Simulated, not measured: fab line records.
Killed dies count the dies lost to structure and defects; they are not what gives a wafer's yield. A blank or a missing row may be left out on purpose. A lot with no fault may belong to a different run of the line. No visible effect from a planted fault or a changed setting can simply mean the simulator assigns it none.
A struck lot beside a sound one -- flow gf180mcu -- 40 steps out of a route of 602
Sound: the wafers L429.2, L429.5, L429.6. The struck wafers were L437.3, L437.5, L437.6. At the end, the cause is stated.
Each step with rows lists, per side, the tool, then ch with its chambers, then its first start. Under that, the readings that differ: sound wafers -- struck wafers -- difference of the means -- sigmas: that difference in standard deviations of wafers without a fault.
alike: readings with means less than 2 such deviations apart, plus words and numbers identical on both sides. not compared: withheld readings, readings lacking a value on some wafer, bounds such as >300 that could conceal the same value, and numbers that have no deviation in the record and whose values overlap.
Wherever a step has rows on one side only, a row that says differs or no value, or a row with sigmas, the two part there. When numbers do not overlap yet have no deviation, they are printed without sigmas and do not part them. A reading missing from all wafers of one side parts the sides only when that side holds two or more wafers.

GF_POLY_GATE_ETCH_13: etches poly-Si in HBr/Cl2, stops on SiO2, target depth 198.5 nm, time 69.6 s.
  sound on rie_si-02 ch 2,3, day 10 16:46; struck on rie_si-01 ch 0,3, day 13 03:20
  alike: drypump_motor_current_A, oes_product_au, throttle_valve_pct
  not compared: rf_hours_counter_h
GF_POLY_GATE_STRIP_14: strips in O2/N2.
  sound on plasma_asher-03 ch 0,1, day 10 16:50; struck on plasma_asher-01 ch 0,1, day 13 03:25
  alike: drypump_motor_current_A, heater_power_w, oes_product_au
  not compared: rf_hours_counter_h
then, 2 steps without rows for these wafers: GF_POLY_GATE_CLEAN_15 (cleans in SC1/SC2, time 150 s); GF_POLY_GATE_OXIDATION_16 (stabilise 600 s, purge 300 s, target thk 4 nm).
GF_POLY_GATE_THK_MEAS_17:
  sound: film_metro-01 at day 10 19:42; struck: film_metro-01 at day 13 05:22
  alike: POLY_GATE_OXIDATION_THK
GF_POLY_GATE_CD_MEAS_18:
  sound: cd_sem-01 at day 10 19:47; struck: cd_sem-01 at day 13 05:28
  alike: cd_nm
then, 6 steps without rows for these wafers: GF_HV_LDD_DEHYDRATE_00 (time 60 s); GF_HV_LDD_HMDS_01 (prime time 60 s); GF_HV_LDD_COAT_02 (resist thk 1000 nm); GF_HV_LDD_SOFTBAKE_03 (time 60 s); GF_HV_LDD_EXPOSE_04 (exposes mask Nplus LV AREA, target cd 400 nm); GF_HV_LDD_PEB_05.
GF_HV_LDD_DEVELOP_06: develop time 60 s.
  sound on litho_track-04 ch 0, day 11 13:30; struck on litho_track-03 ch 0, day 14 01:19
  alike: exhaust_pa
GF_HV_LDD_OVL_MEAS_08:
  sound: overlay-01 at day 11 13:52; struck: overlay-02 at day 14 01:33
  alike: HV_LDD_OVL
next, for these wafers, 1 step has no rows: GF_HV_LDD_IMPLANT_09.
GF_HV_LDD_STRIP_10: strips in O2/N2.
  sound on plasma_asher-02 ch 0,1, day 11 14:03; struck on plasma_asher-04 ch 0,1, day 14 01:46
  alike: drypump_motor_current_A, heater_power_w, oes_product_au, strip_time_to_endpoint_s
  not compared: rf_hours_counter_h
GF_HV_LDD_TW_MEAS_11:
  sound: film_metro-02 at day 11 14:10; struck: film_metro-04 at day 14 01:51
reading,sound,struck,difference,sigmas
HV_LDD_TW,2475 2468 2462,2388 2397 2395,-75,-2
then, 7 steps without rows for these wafers: GF_HV_LDD_DEHYDRATE_12 (time 60 s); GF_HV_LDD_HMDS_13 (prime time 60 s); GF_HV_LDD_COAT_14 (resist thk 1000 nm); GF_HV_LDD_SOFTBAKE_15 (time 60 s); GF_HV_LDD_EXPOSE_16 (exposes mask Pplus LV AREA, target cd 400 nm); GF_HV_LDD_PEB_17; GF_HV_LDD_DEVELOP_18 (develop time 60 s).
GF_HV_LDD_OVL_MEAS_20:
  sound: overlay-01 at day 12 08:18; struck: overlay-01 at day 14 22:50
  alike: HV_LDD_01_OVL
next, for these wafers, 1 step has no rows: GF_HV_LDD_IMPLANT_21.
GF_HV_LDD_STRIP_22: strips in O2/N2.
  sound on plasma_asher-03 ch 0,1, day 12 08:29; struck on plasma_asher-04 ch 0,1, day 14 23:02
  alike: drypump_motor_current_A, heater_power_w, oes_product_au, strip_time_to_endpoint_s
  not compared: rf_hours_counter_h
GF_HV_LDD_TW_MEAS_23:
  sound: film_metro-02 at day 12 08:35; struck: film_metro-04 at day 14 23:08
  alike: HV_LDD_2_TW
then, 7 steps without rows for these wafers: GF_HV_LDD_DEHYDRATE_24 (time 60 s); GF_HV_LDD_HMDS_25 (prime time 60 s); GF_HV_LDD_COAT_26 (resist thk 1000 nm); GF_HV_LDD_SOFTBAKE_27 (time 60 s); GF_HV_LDD_EXPOSE_28 (exposes mask Nplus HV AREA, target cd 400 nm); GF_HV_LDD_PEB_29; GF_HV_LDD_DEVELOP_30 (develop time 60 s).
GF_HV_LDD_OVL_MEAS_32:
  sound: overlay-02 at day 13 04:29; struck: overlay-02 at day 15 20:59
  alike: HV_LDD_02_OVL
then, 3 steps without rows for these wafers: GF_HV_LDD_IMPLANT_33; GF_HV_LDD_IMPLANT_34; GF_HV_LDD_IMPLANT_35.
-- record jumps: 17 days separate the struck wafers' starts on either side; left off in module HV_LDD, taken up again in module PASSIVATION, whose first shown step is the route's number 602 --
GF_PASSIVATION_PROBE_99:
  record: rows for the struck wafers here (prober-02, day 32 21:58), none for the sound ones

## WHERE THEY PART
Earliest at GF_HV_LDD_TW_MEAS_11; latest, in this record, at GF_PASSIVATION_PROBE_99.

WHY: whatever the simulator had introduced
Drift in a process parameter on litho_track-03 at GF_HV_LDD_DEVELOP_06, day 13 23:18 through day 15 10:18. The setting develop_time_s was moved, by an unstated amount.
